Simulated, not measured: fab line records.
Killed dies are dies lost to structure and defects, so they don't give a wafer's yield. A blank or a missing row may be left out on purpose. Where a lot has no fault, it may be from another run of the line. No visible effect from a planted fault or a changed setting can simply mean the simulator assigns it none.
fab line records | flow sfqLine | part 1 of 2: steps 1 to 22 of 33
[record] lots = 5 | wafers = 15 | lastDay = 79
route steps=325 shown M7@289 I7@296 M8@311
lots that met no fault: from a run of the same line without faults
startH: hours from the record's first day to the start of the lot's first wafer shown | waitH: how many hours have passed since the lot's step before this one | " identical to the entry in the row above | L1.1+2: several wafers, shown together as one row | - no value, or no start given | * or withheld: withheld | < > ~ a bound
route shown NAME@n: NAME is a module with steps in the file, n the number in the route of the first one | usual: mean/standard deviation of fault-free wafers | same: alike in all rows | chamber/n: place in a boat | sites: readings site by site | _std_site: the standard deviation of these | _edge_site: the outer-site mean with the inner-site mean subtracted | radiusMm: how far each site lies from the wafer's centre | mask NAME#n: copy n | behind: tool/chamber where the wafer was last shaped | hold: what put the lot on hold/how long, in hours/how the hold closed | device: the n, p or np transistor that did not switch | end of line: the tests these same wafers got at the end of their route | step lacking rows: just its recipe | killed: at the first sort, the dies lost to defects and structure; wafer yield is something else | map: a wafer's dies, x killed, . not, _ none there
set.NAME: the setting that was run; set.NAME@STEP: the one run at that earlier step | model.NAME: the simulator's own value behind a step, which no gauge read
a table for each step, a row for each wafer; lots at some steps of the route
services: when a tool's chamber went out of use (startH, in hours from the record's first day, below 0 if earlier), for how many hours, and the reason
[[steps]]
[step SFQ_TRILAYER_M7_LITHO_PEB_180]
[recipe] pebTempC = 115 | pebTimeS = 60 | resist = KrF
[usual] chillPlateTempC = 22.97/0.1 | exhaustPa = 44.9/0.85
[same] pebTimeS = 60
lot.wafer | tool          | chamber | startH  | waitH | chillPlateTempC | exhaustPa
L076.3    | lithoTrack-02 | 0       | 1677.89 | 0.7   | 23.01           | 44.3
L076.4    | "             | 0       | "       | "     | 22.92           | 45.2
L076.6    | "             | 0       | "       | "     | 22.86           | 46.4
L080.1    | lithoTrack-03 | 0       | 1694.14 | 1.0   | 22.99           | 44.9
L080.2    | "             | 0       | "       | "     | 23.09           | 45.6
L080.4    | "             | 0       | "       | "     | 22.91           | 44.3
L086.1    | lithoTrack-04 | 0       | 1836.11 | 1.0   | 22.94           | 44.8
L086.5    | "             | 0       | "       | "     | 22.95           | 43.2
L086.6    | "             | 0       | "       | "     | 23.03           | 45.3
L090.2    | lithoTrack-03 | 0       | 1882.25 | 0.8   | 22.94           | 46.7
L090.4    | "             | 0       | "       | "     | 23.04           | 44.8
L090.6    | "             | 0       | "       | "     | 23.05           | 45.4
L091.1    | lithoTrack-04 | 0       | 1885.83 | 1.0   | 22.87           | 43.8
L091.3    | "             | 0       | "       | "     | 22.96           | 45.4
L091.5    | "             | 0       | "       | "     | 22.91           | 45.0
[step SFQ_TRILAYER_M7_LITHO_DEVELOP_179]
[recipe] timeS = 60 | resist = KrF
[usual] chillPlateTempC = 23.00/0.097 | exhaustPa = 44.8/0.87
lot.wafer | tool          | chamber | startH  | waitH | chillPlateTempC | exhaustPa
L076.3    | lithoTrack-02 | 0       | 1678.04 | 0.1   | 23.18           | 43.6
L076.4    | "             | 0       | "       | "     | 23.15           | 44.3
L076.6    | "             | 0       | "       | "     | 23.18           | 44.8
L080.1    | lithoTrack-03 | 0       | 1694.29 | 0.1   | 22.97           | 44.9
L080.2    | "             | 0       | "       | "     | 22.98           | 44.7
L080.4    | "             | 0       | "       | "     | 23.20           | 44.0
L086.1    | lithoTrack-04 | 0       | 1836.26 | 0.1   | 23.13           | 44.6
L086.5    | "             | 0       | "       | "     | 23.06           | 44.3
L086.6    | "             | 0       | "       | "     | 23.07           | 45.0
L090.2    | lithoTrack-03 | 0       | 1882.40 | 0.1   | 22.97           | 46.0
L090.4    | "             | 0       | "       | "     | 22.92           | 45.4
L090.6    | "             | 0       | "       | "     | 22.93           | 45.1
L091.1    | lithoTrack-04 | 0       | 1885.98 | 0.1   | 23.01           | 45.2
L091.3    | "             | 0       | "       | "     | 23.06           | 45.8
L091.5    | "             | 0       | "       | "     | 23.14           | 44.7
[step SFQ_M7_OVL_MEAS_945]
[usual] M7_OVL = -1/5.2
lot.wafer | tool       | chamber | startH  | waitH | M7_OVL[nm]
L076.3    | overlay-02 | -       | 1678.15 | 0.1   | 1
L076.4    | "          | -       | "       | "     | 3
L076.6    | "          | -       | "       | "     | 4
L080.1    | overlay-02 | -       | 1694.44 | 0.1   | 5
L080.2    | "          | -       | "       | "     | 11
L080.4    | "          | -       | "       | "     | 5
L086.1    | overlay-01 | -       | 1836.41 | 0.1   | -5
L086.5    | "          | -       | "       | "     | -5
L086.6    | "          | -       | "       | "     | -5
L090.2    | overlay-02 | -       | 1882.53 | 0.1   | 3
L090.4    | "          | -       | "       | "     | 6
L090.6    | "          | -       | "       | "     | 0
L091.1    | overlay-02 | -       | 1886.13 | 0.1   | -7
L091.3    | "          | -       | "       | "     | -10
L091.5    | "          | -       | "       | "     | -3
[step SFQ_TRILAYER_M7_BARC_OPEN_METAL_ETCH_229]
[recipe] maskMaterial = PR | chemistry = O2 | targetDepthNm = 125 | target = BARC | icpW = 600 | biasW = 80 | pressureMtorr = 10 | timeS = 41.7
[usual] biasW = 79.94/0.21 | drypumpMotorCurrentA = 5.4/0.35 | oesProductAu = 0.686/0.0043
lot.wafer | tool        | chamber | startH  | waitH | biasW | drypumpMotorCurrentA | oesProductAu | rfHoursCounterH
L076.3    | rieMetal-02 | 0       | 1678.19 | 0.0   | 79.96 | 4.7                  | 0.695        | -
L076.4    | "           | 1       | "       | "     | 79.75 | 5.4                  | 0.688        | -
L076.6    | "           | 0       | "       | "     | 79.92 | 4.7                  | 0.688        | -
L080.1    | rieMetal-02 | 0       | 1694.48 | 0.0   | 79.72 | 4.7                  | 0.691        | 58
L080.2    | "           | 1       | "       | "     | 80.03 | 5.4                  | 0.687        | 62
L080.4    | "           | 0       | "       | "     | 79.79 | 4.7                  | 0.689        | -
L086.1    | rieMetal-03 | 1       | 1836.44 | 0.0   | 79.72 | 5.2                  | 0.693        | 6
L086.5    | "           | 1       | "       | "     | 79.77 | 5.3                  | 0.691        | -
L086.6    | "           | 0       | "       | "     | 80.30 | 5.5                  | 0.694        | -
L090.2    | rieMetal-02 | 1       | 1882.56 | 0.0   | 79.56 | 5.4                  | 0.685        | 87
L090.4    | "           | 0       | "       | "     | 79.69 | 4.7                  | 0.685        | -
L090.6    | "           | 1       | "       | "     | 79.90 | 5.4                  | 0.685        | -
L091.1    | rieMetal-01 | 1       | 1886.16 | 0.0   | 80.09 | 5.5                  | 0.680        | 64
L091.3    | "           | 1       | "       | "     | 79.82 | 5.5                  | 0.681        | -
L091.5    | "           | 1       | "       | "     | 80.12 | 5.5                  | 0.683        | -
[step SFQ_TRILAYER_M7_ETCH_METAL_ETCH_180]
[recipe] target = Nb | stopOn = SiO2 | maskMaterial = PR | chemistry = Cl2/Ar | targetDepthNm = 240 | icpW = 600 | biasW = 80 | pressureMtorr = 10 | timeS = 120
[usual] biasW = 80.00/0.24 | drypumpMotorCurrentA = 5.4/0.35 | oesProductAu = 0.894/0.0057
lot.wafer | tool        | chamber | startH  | waitH | biasW | drypumpMotorCurrentA | oesProductAu | rfHoursCounterH
L076.3    | rieMetal-02 | 0       | 1678.28 | 0.1   | 79.79 | 4.7                  | 0.900        | -
L076.4    | "           | 1       | "       | "     | 80.06 | 5.4                  | 0.908        | -
L076.6    | "           | 0       | "       | "     | 79.99 | 4.7                  | 0.900        | -
L080.1    | rieMetal-02 | 0       | 1694.54 | 0.0   | 80.10 | 4.7                  | 0.894        | 58
L080.2    | "           | 1       | "       | "     | 79.89 | 5.4                  | 0.898        | 62
L080.4    | "           | 0       | "       | "     | 80.22 | 4.7                  | 0.902        | -
L086.1    | rieMetal-03 | 1       | 1836.50 | 0.0   | 79.96 | 5.3                  | 0.893        | 6
L086.5    | "           | 1       | "       | "     | 80.07 | 5.3                  | 0.902        | -
L086.6    | "           | 0       | "       | "     | 79.59 | 5.5                  | 0.903        | -
L090.2    | rieMetal-02 | 1       | 1882.62 | 0.0   | 80.13 | 5.4                  | 0.903        | 87
L090.4    | "           | 0       | "       | "     | 80.20 | 4.7                  | 0.883        | -
L090.6    | "           | 1       | "       | "     | 79.86 | 5.4                  | 0.896        | -
L091.1    | rieMetal-01 | 1       | 1886.22 | 0.0   | 80.01 | 5.5                  | 0.896        | 64
L091.3    | "           | 1       | "       | "     | 79.95 | 5.5                  | 0.898        | -
L091.5    | "           | 1       | "       | "     | 79.69 | 5.5                  | 0.891        | -
[step SFQ_TRILAYER_M7_STRIP_STRIP_181]
[recipe] gas = O2 | powerW = 200 | platenTempC = 40 | overashFraction = 0.65 | chemistry = O2 | pressureMtorr = 50
[usual] drypumpMotorCurrentA = 5.4/0.35 | oesProductAu = 1.000/0.0077
[same] overashFraction = 0.65
lot.wafer | tool        | chamber | startH  | waitH | drypumpMotorCurrentA | oesProductAu | rfHoursCounterH
L076.3    | rieMetal-02 | 0       | 1678.56 | 0.2   | 4.7                  | 0.991        | -
L076.4    | "           | 1       | "       | "     | 5.4                  | 0.985        | -
L076.6    | "           | 0       | "       | "     | 4.7                  | 0.998        | -
L080.1    | rieMetal-02 | 0       | 1694.67 | 0.1   | 4.7                  | 0.989        | 58
L080.2    | "           | 1       | "       | "     | 5.4                  | 0.998        | 62
L080.4    | "           | 0       | "       | "     | 4.7                  | 0.995        | -
L086.1    | rieMetal-03 | 1       | 1836.63 | 0.1   | 5.3                  | 1.000        | 6
L086.5    | "           | 1       | "       | "     | 5.3                  | 1.002        | -
L086.6    | "           | 0       | "       | "     | 5.5                  | 1.013        | -
L090.2    | rieMetal-02 | 1       | 1882.75 | 0.1   | 5.4                  | 0.988        | 87
L090.4    | "           | 0       | "       | "     | 4.7                  | 1.000        | -
L090.6    | "           | 1       | "       | "     | 5.4                  | 0.997        | -
L091.1    | rieMetal-01 | 1       | 1886.35 | 0.1   | 5.5                  | 0.986        | 64
L091.3    | "           | 1       | "       | "     | 5.5                  | 0.991        | -
L091.5    | "           | 1       | "       | "     | 5.5                  | 0.982        | -
[step SFQ_TRILAYER_M7_STRIP_SOLV_CLEAN_182]
[recipe] chemistry = NMP | tempC = 70 | timeS = 600
lot.wafer  | tool        | chamber | startH  | waitH
L076.3+4+6 | wetBench-02 | 7,2,1   | 1678.96 | 0.2
L080.1+2+4 | wetBench-04 | 6,4,5   | 1695.27 | 0.4
L086.1+5+6 | wetBench-03 | 5,1,0   | 1837.23 | 0.4
L090.2+4+6 | wetBench-04 | 0,2,1   | 1883.35 | 0.4
L091.1+3+5 | wetBench-04 | 0,6,3   | 1886.95 | 0.4
[step SFQ_TRILAYER_I7_DEP_PECVD_183]
[recipe] material = SiO2 | tempC = 150 | timeS = 111.11 | pressureTorr = 2.4 | rfW = 183.3 | precursor = SiH4/N2O | targetThkNm = 500
[usual] heaterPowerW = 96/22 | throttleValvePct = 25.3/1.2
lot.wafer | tool     | chamber | startH  | waitH | heaterPowerW | throttleValvePct
L076.3    | pecvd-03 | 2       | 1679.13 | 0.0   | 81           | 26.7
L076.4    | "        | 2       | "       | "     | 86           | 26.5
L076.6    | "        | 1       | "       | "     | 62           | 24.9
L080.1    | pecvd-04 | 2       | 1695.46 | 0.0   | 78           | 23.6
L080.2    | "        | 0       | "       | "     | 67           | 25.7
L080.4    | "        | 0       | "       | "     | 70           | 25.6
L086.1    | pecvd-02 | 1       | 1837.42 | 0.0   | 122          | 24.4
L086.5    | "        | 0       | "       | "     | 117          | 24.8
L086.6    | "        | 2       | "       | "     | 103          | 25.3
L090.2    | pecvd-02 | 2       | 1883.52 | 0.0   | 109          | 25.7
L090.4    | "        | 2       | "       | "     | 112          | 25.2
L090.6    | "        | 1       | "       | "     | 124          | 24.5
L091.1    | pecvd-03 | 1       | 1887.12 | 0.0   | 65           | 25.4
L091.3    | "        | 0       | "       | "     | 127          | 24.5
L091.5    | "        | 0       | "       | "     | 136          | 24.4
[step SFQ_TRILAYER_I7_CMP_CMP_184]
[recipe] material = SiO2 | downForcePsi = 3 | platenRpm = 60.56 | padVelocityMS = 0.94248
[usual] motorCurrentA = 10.4/1 | timeToEndpointS = 212/6.8
lot.wafer | tool   | chamber | startH  | waitH | motorCurrentA | timeToEndpointS
L076.3    | cmp-01 | 2       | 1683.26 | 4.1   | 8.1           | 212
L076.4    | "      | 0       | 1684.26 | 5.1   | 11.9          | 220
L076.6    | "      | 3       | 1685.76 | 6.6   | 10.0          | 213
L080.1    | cmp-02 | 0       | 1697.83 | 2.3   | 10.3          | 211
L080.2    | "      | 1       | "       | "     | 10.9          | 203
L080.4    | "      | 2       | "       | "     | 11.5          | 206
L086.1    | cmp-02 | 3       | 1837.50 | 0.0   | 10.2          | 215
L086.5    | "      | 3       | 1839.50 | 2.0   | 9.9           | 216
L086.6    | "      | 0       | "       | "     | 10.9          | 227
L090.4    | cmp-01 | 0       | 1887.39 | 3.8   | 11.7          | 213
L090.2    | "      | 1       | "       | "     | 9.7           | 209
L090.6    | "      | 2       | "       | "     | 8.5           | 204
L091.3    | cmp-01 | 2       | 1889.39 | 2.2   | 8.5           | 210
L091.1    | "      | 0       | 1890.39 | 3.2   | 12.1          | 219
L091.5    | "      | 3       | 1891.89 | 4.7   | 9.9           | 225
[step SFQ_I7_BOW_MEAS_946]
[recipe] mode = bow
[usual] I7_BOW = 8/13
lot.wafer | tool         | chamber | startH  | waitH | I7_BOW[um]
L076.3    | filmMetro-03 | -       | 1686.30 | 2.5   | -7
L076.4    | "            | -       | "       | "     | 2
L076.6    | "            | -       | "       | "     | 4
L080.1    | filmMetro-04 | -       | 1700.33 | 2.0   | -6
L080.2    | "            | -       | "       | "     | -12
L080.4    | "            | -       | "       | "     | -8
L086.1    | filmMetro-03 | -       | 1840.50 | 2.5   | 14
L086.5    | "            | -       | "       | "     | 10
L086.6    | "            | -       | "       | "     | 23
L090.2    | filmMetro-02 | -       | 1889.41 | 1.0   | 8
L090.4    | "            | -       | "       | "     | 18
L090.6    | "            | -       | "       | "     | 26
L091.1    | filmMetro-04 | -       | 1892.39 | 1.5   | 16
L091.3    | "            | -       | "       | "     | 19
L091.5    | "            | -       | "       | "     | 23
[step SFQ_TRILAYER_I7_METRO_MEASURE_185]
[usual] thkNm = 200.0/1.2
lot.wafer | tool         | chamber | startH  | waitH | thkNm
L076.3    | filmMetro-03 | -       | 1686.78 | 0.5   | 199.5
L076.4    | "            | -       | "       | "     | 202.1
L076.6    | "            | -       | "       | "     | 199.3
L080.1    | filmMetro-04 | -       | 1700.45 | 0.1   | 199.5
L080.2    | "            | -       | "       | "     | 199.8
L080.4    | "            | -       | "       | "     | 200.8
L086.1    | filmMetro-03 | -       | 1840.62 | 0.1   | 199.3
L086.5    | "            | -       | "       | "     | 201.4
L086.6    | "            | -       | "       | "     | 201.7
L090.2    | filmMetro-02 | -       | 1889.71 | 0.3   | 199.2
L090.4    | "            | -       | "       | "     | 199.8
L090.6    | "            | -       | "       | "     | 199.2
L091.1    | filmMetro-04 | -       | 1892.51 | 0.1   | 200.9
L091.3    | "            | -       | "       | "     | 199.0
L091.5    | "            | -       | "       | "     | 198.2
[step SFQ_TRILAYER_I7_VIA_LITHO_COAT_192]
[recipe] resist = BARC | spinRpm = 3000 | resistThkNm = 62
[usual] chillPlateTempC = 23.01/0.11 | exhaustPa = 45.1/0.89
lot.wafer | tool          | chamber | startH  | waitH | chillPlateTempC | exhaustPa
L076.3    | lithoTrack-01 | 0       | 1687.68 | 0.7   | 23.07           | 45.5
L076.4    | "             | 0       | "       | "     | 22.91           | 47.1
L076.6    | "             | 0       | "       | "     | 22.99           | 46.6
L080.1    | lithoTrack-02 | 0       | 1701.65 | 1.0   | 22.97           | 44.3
L080.2    | "             | 0       | "       | "     | 22.75           | 44.1
L080.4    | "             | 0       | "       | "     | 23.00           | 44.7
L086.1    | lithoTrack-03 | 0       | 1841.82 | 1.0   | 22.96           | 45.6
L086.5    | "             | 0       | "       | "     | 23.08           | 46.0
L086.6    | "             | 0       | "       | "     | 23.05           | 47.0
L090.2    | lithoTrack-03 | 0       | 1890.76 | 0.8   | 23.05           | 45.2
L090.4    | "             | 0       | "       | "     | 22.83           | 45.2
L090.6    | "             | 0       | "       | "     | 22.84           | 43.8
L091.1    | lithoTrack-03 | 0       | 1893.71 | 1.0   | 22.87           | 45.0
L091.3    | "             | 0       | "       | "     | 23.07           | 44.5
L091.5    | "             | 0       | "       | "     | 22.79           | 46.7
[step SFQ_TRILAYER_I7_VIA_LITHO_COAT_187]
[recipe] resist = KrF | spinRpm = 3000 | resistThkNm = 650
[usual] chillPlateTempC = 22.98/0.11 | exhaustPa = 45.2/0.86
lot.wafer | tool          | chamber | startH  | waitH | chillPlateTempC | exhaustPa
L076.3    | lithoTrack-01 | 0       | 1687.98 | 0.2   | 23.00           | 43.3
L076.4    | "             | 0       | "       | "     | 23.01           | 45.1
L076.6    | "             | 0       | "       | "     | 22.94           | 44.3
L080.1    | lithoTrack-02 | 0       | 1701.95 | 0.2   | 23.04           | 44.5
L080.2    | "             | 0       | "       | "     | 22.97           | 44.4
L080.4    | "             | 0       | "       | "     | 23.20           | 44.9
L086.1    | lithoTrack-03 | 0       | 1842.12 | 0.2   | 23.01           | 45.3
L086.5    | "             | 0       | "       | "     | 23.07           | 44.5
L086.6    | "             | 0       | "       | "     | 22.95           | 44.5
L090.2    | lithoTrack-03 | 0       | 1891.06 | 0.2   | 22.90           | 44.7
L090.4    | "             | 0       | "       | "     | 22.89           | 45.9
L090.6    | "             | 0       | "       | "     | 22.92           | 45.6
L091.1    | lithoTrack-03 | 0       | 1894.01 | 0.2   | 23.08           | 45.4
L091.3    | "             | 0       | "       | "     | 22.94           | 47.1
L091.5    | "             | 0       | "       | "     | 23.01           | 46.0
[step SFQ_TRILAYER_I7_VIA_LITHO_SOFTBAKE_191]
[recipe] tempC = withheld | timeS = withheld | resist = KrF
[usual] chillPlateTempC = * | exhaustPa = 44.9/0.92
lot.wafer | tool          | chamber | startH  | waitH | chillPlateTempC | exhaustPa
L076.3    | lithoTrack-01 | 0       | 1688.23 | 0.2   | *               | 45.5
L076.4    | "             | 0       | "       | "     | *               | 46.1
L076.6    | "             | 0       | "       | "     | *               | 45.1
L080.1    | lithoTrack-02 | 0       | 1702.25 | 0.2   | *               | 45.9
L080.2    | "             | 0       | "       | "     | *               | 44.1
L080.4    | "             | 0       | "       | "     | *               | 45.4
L086.1    | lithoTrack-03 | 0       | 1842.42 | 0.2   | *               | 43.8
L086.5    | "             | 0       | "       | "     | *               | 44.3
L086.6    | "             | 0       | "       | "     | *               | 43.7
L090.2    | lithoTrack-03 | 0       | 1891.33 | 0.2   | *               | 46.4
L090.4    | "             | 0       | "       | "     | *               | 45.7
L090.6    | "             | 0       | "       | "     | *               | 45.9
L091.1    | lithoTrack-03 | 0       | 1894.31 | 0.2   | *               | 45.4
L091.3    | "             | 0       | "       | "     | *               | 44.6
L091.5    | "             | 0       | "       | "     | *               | 44.1
[step SFQ_TRILAYER_I7_VIA_LITHO_EXPOSE_188]
[recipe] maskId = I7 | na = 0.6 | sourceShape = conventional | sigmaOuter = 0.65 | targetCdNm = 1000 | doseMj = 21.3
lot.wafer  | tool          | chamber | startH  | waitH | mask
L076.3+4+6 | krfScanner-02 | 0       | 1689.33 | -     | I7#0
L080.1+2+4 | krfScanner-02 | 0       | 1702.54 | -     | I7#0
L086.1+5+6 | krfScanner-02 | 0       | 1842.57 | -     | I7#0
L090.2+4+6 | krfScanner-02 | 0       | 1891.66 | -     | I7#0
L091.1+3+5 | krfScanner-02 | 0       | 1895.45 | -     | I7#0
[step SFQ_TRILAYER_I7_VIA_LITHO_PEB_190]
[recipe] pebTempC = 115 | pebTimeS = 60 | resist = KrF
[usual] chillPlateTempC = 23.01/0.11 | exhaustPa = 45.0/0.94
[same] pebTimeS = 60
lot.wafer | tool          | chamber | startH  | waitH | chillPlateTempC | exhaustPa
L076.3    | lithoTrack-02 | 0       | 1690.18 | 0.7   | 23.04           | 43.9
L076.4    | "             | 0       | "       | "     | 23.25           | 44.5
L076.6    | "             | 0       | "       | "     | 23.34           | 42.7
L080.1    | lithoTrack-01 | 0       | 1703.77 | 1.0   | 23.24           | 45.5
L080.2    | "             | 0       | "       | "     | 23.17           | 45.6
L080.4    | "             | 0       | "       | "     | 23.14           | 46.0
L086.1    | lithoTrack-03 | 0       | 1843.77 | 1.0   | 22.93           | 45.6
L086.5    | "             | 0       | "       | "     | 23.03           | 45.4
L086.6    | "             | 0       | "       | "     | 22.84           | 46.1
L090.2    | lithoTrack-03 | 0       | 1892.68 | 0.8   | 22.92           | 46.1
L090.4    | "             | 0       | "       | "     | 22.90           | 45.0
L090.6    | "             | 0       | "       | "     | 23.01           | 45.2
L091.1    | lithoTrack-01 | 0       | 1896.65 | 1.0   | 22.99           | 43.6
L091.3    | "             | 0       | "       | "     | 23.24           | 45.0
L091.5    | "             | 0       | "       | "     | 23.04           | 44.5
[step SFQ_TRILAYER_I7_VIA_LITHO_DEVELOP_189]
[recipe] timeS = 60 | resist = KrF
[usual] chillPlateTempC = 23.01/0.13 | exhaustPa = 45.2/0.89
lot.wafer | tool          | chamber | startH  | waitH | chillPlateTempC | exhaustPa
L076.3    | lithoTrack-02 | 0       | 1690.33 | 0.1   | 22.91           | 44.5
L076.4    | "             | 0       | "       | "     | 22.99           | 44.9
L076.6    | "             | 0       | "       | "     | 22.97           | 45.7
L080.1    | lithoTrack-01 | 0       | 1703.92 | 0.1   | 23.03           | 44.9
L080.2    | "             | 0       | "       | "     | 22.94           | 45.0
L080.4    | "             | 0       | "       | "     | 23.16           | 44.4
L086.1    | lithoTrack-03 | 0       | 1843.92 | 0.1   | 23.04           | 46.0
L086.5    | "             | 0       | "       | "     | 22.96           | 45.6
L086.6    | "             | 0       | "       | "     | 22.99           | 45.9
L090.2    | lithoTrack-03 | 0       | 1892.83 | 0.1   | 22.95           | 44.8
L090.4    | "             | 0       | "       | "     | 23.07           | 44.7
L090.6    | "             | 0       | "       | "     | 23.08           | 44.6
L091.1    | lithoTrack-01 | 0       | 1896.80 | 0.1   | 23.08           | 45.4
L091.3    | "             | 0       | "       | "     | 23.03           | 46.6
L091.5    | "             | 0       | "       | "     | 23.16           | 44.4
[step SFQ_I7_OVL_MEAS_947]
[usual] I7_OVL = 1/4.7
lot.wafer | tool       | chamber | startH  | waitH | I7_OVL[nm]
L076.3    | overlay-01 | -       | 1690.44 | 0.1   | -9
L076.4    | "          | -       | "       | "     | -3
L076.6    | "          | -       | "       | "     | -6
L080.1    | overlay-02 | -       | 1704.07 | 0.1   | 2
L080.2    | "          | -       | "       | "     | 3
L080.4    | "          | -       | "       | "     | 3
L086.1    | overlay-01 | -       | 1844.07 | 0.1   | 8
L086.5    | "          | -       | "       | "     | 9
L086.6    | "          | -       | "       | "     | 10
L090.2    | overlay-02 | -       | 1892.96 | 0.1   | 11
L090.4    | "          | -       | "       | "     | 2
L090.6    | "          | -       | "       | "     | 9
L091.1    | overlay-01 | -       | 1896.95 | 0.1   | 0
L091.3    | "          | -       | "       | "     | 5
L091.5    | "          | -       | "       | "     | -3
[step SFQ_TRILAYER_I7_VIA_BARC_OPEN_VIA_ETCH_260]
[recipe] maskMaterial = PR | chemistry = O2 | targetDepthNm = 125 | target = BARC | sourceW = 500 | biasW = 80 | pressureMtorr = 30 | timeS = 41.7
[usual] biasW = 80.02/0.21 | drypumpMotorCurrentA = 5.67/0.24 | oesProductAu = 0.685/0.0047
lot.wafer | tool       | chamber | startH  | waitH | biasW | drypumpMotorCurrentA | oesProductAu | rfHoursCounterH
L076.3    | rieDiel-03 | 2       | 1690.46 | 0.0   | 80.00 | 5.76                 | 0.688        | 18
L076.4    | "          | 1       | "       | "     | 79.82 | 5.63                 | 0.691        | 17
L076.6    | "          | 3       | "       | "     | 79.96 | 5.83                 | 0.683        | -
L080.1    | rieDiel-03 | 1       | 1704.11 | 0.0   | 80.25 | 5.66                 | 0.687        | 17
L080.2    | "          | 3       | "       | "     | 79.88 | 5.79                 | 0.686        | 4
L080.4    | "          | 2       | "       | "     | 79.99 | 5.75                 | 0.685        | 18
L086.1    | rieDiel-01 | 1       | 1844.10 | 0.0   | 80.03 | 5.06                 | 0.689        | 2
L086.5    | "          | 3       | "       | "     | 79.87 | 5.89                 | 0.680        | -
L086.6    | "          | 0       | "       | "     | 79.79 | 6.08                 | 0.688        | -
L090.2    | rieDiel-04 | 1       | 1892.99 | 0.0   | 79.72 | 5.33                 | 0.681        | 12
L090.4    | "          | 2       | "       | "     | 79.97 | 5.76                 | 0.680        | 3
L090.6    | "          | 3       | "       | "     | 79.96 | 5.81                 | 0.689        | -
L091.1    | rieDiel-04 | 0       | 1896.99 | 0.0   | 80.04 | 5.70                 | 0.679        | 15
L091.3    | "          | 3       | "       | "     | 80.15 | 5.81                 | 0.688        | 18
L091.5    | "          | 3       | "       | "     | 79.87 | 5.81                 | 0.678        | -
[step SFQ_TRILAYER_I7_VIA_ETCH_VIA_ETCH_190]
[recipe] target = SiO2 | stopOn = Nb | maskMaterial = PR | taperDeg = 20 | chemistry = CHF3 | targetDepthNm = 260 | sourceW = 500 | biasW = 82.08 | pressureMtorr = 30 | timeS = withheld
[usual] biasW = 82.07/0.24 | drypumpMotorCurrentA = 5.67/0.24 | oesProductAu = 0.855/0.0053
lot.wafer | tool       | chamber | startH  | waitH | biasW | drypumpMotorCurrentA | oesProductAu
L076.3    | rieDiel-03 | 2       | 1690.50 | 0.0   | 82.26 | 5.77                 | 0.855
L076.4    | "          | 1       | "       | "     | 82.29 | 5.61                 | 0.864
L076.6    | "          | 3       | "       | "     | 81.90 | 5.80                 | 0.858
L080.1    | rieDiel-03 | 1       | 1704.15 | 0.0   | 82.23 | 5.62                 | 0.847
L080.2    | "          | 3       | "       | "     | 81.89 | 5.80                 | 0.860
L080.4    | "          | 2       | "       | "     | 81.85 | 5.75                 | 0.860
L086.1    | rieDiel-01 | 1       | 1844.14 | 0.0   | 82.15 | 5.06                 | 0.855
L086.5    | "          | 3       | "       | "     | 82.54 | 5.91                 | 0.862
L086.6    | "          | 0       | "       | "     | 82.13 | 6.08                 | 0.865
L090.2    | rieDiel-04 | 1       | 1893.03 | 0.0   | 82.00 | 5.33                 | 0.846
L090.4    | "          | 2       | "       | "     | 81.73 | 5.75                 | 0.863
L090.6    | "          | 3       | "       | "     | 81.64 | 5.80                 | 0.855
L091.1    | rieDiel-04 | 0       | 1897.03 | 0.0   | 81.87 | 5.70                 | 0.862
L091.3    | "          | 3       | "       | "     | 81.95 | 5.77                 | 0.854
L091.5    | "          | 3       | "       | "     | 82.16 | 5.81                 | 0.852
[step SFQ_TRILAYER_I7_VIA_STRIP_STRIP_191]
[recipe] gas = O2 | powerW = 200 | platenTempC = 40 | overashFraction = 0.65 | chemistry = O2 | pressureMtorr = 50
[usual] drypumpMotorCurrentA = 5.6/0.39 | oesProductAu = 1.005/0.0081
[same] overashFraction = 0.65
lot.wafer | tool        | chamber | startH  | waitH | drypumpMotorCurrentA | oesProductAu | rfHoursCounterH
L076.3    | rieMetal-04 | 1       | 1690.88 | -     | 5.6                  | 1.014        | -
L076.4    | "           | 0       | "       | "     | 6.1                  | 1.008        | -
L076.6    | "           | 0       | "       | "     | 6.1                  | 1.006        | -
L080.1    | rieMetal-04 | 0       | 1704.26 | -     | 6.1                  | 1.008        | 82
L080.2    | "           | 1       | "       | "     | 5.6                  | 1.005        | 60
L080.4    | "           | 0       | "       | "     | 6.1                  | 0.999        | -
L086.1    | rieMetal-03 | 0       | 1844.26 | -     | 5.5                  | 1.007        | 58
L086.5    | "           | 1       | "       | "     | 5.2                  | 1.000        | -
L086.6    | "           | 0       | "       | "     | 5.5                  | 1.008        | -
L090.2    | rieMetal-04 | 1       | 1893.15 | -     | 5.7                  | 1.015        | 88
L090.4    | "           | 1       | "       | "     | 5.6                  | 1.011        | -
L090.6    | "           | 0       | "       | "     | 6.1                  | 1.002        | -
L091.1    | rieMetal-02 | 1       | 1897.14 | -     | 5.4                  | 0.998        | 89
L091.3    | "           | 1       | "       | "     | 5.4                  | 1.002        | -
L091.5    | "           | 1       | "       | "     | 5.4                  | 1.003        | -
[step SFQ_TRILAYER_I7_VIA_STRIP_SOLV_CLEAN_192]
[recipe] chemistry = NMP | tempC = 70 | timeS = 600
lot.wafer  | tool        | chamber | startH  | waitH
L076.3+4+6 | wetBench-01 | 4,1,6   | 1691.42 | 0.3
L080.1+2+4 | wetBench-03 | 2,1,5   | 1704.86 | 0.4
L086.1+5+6 | wetBench-01 | 4,7,5   | 1844.86 | 0.4
L090.2+4+6 | wetBench-01 | 5,7,1   | 1893.75 | 0.4
L091.1+3+5 | wetBench-04 | 6,1,7   | 1897.74 | 0.4
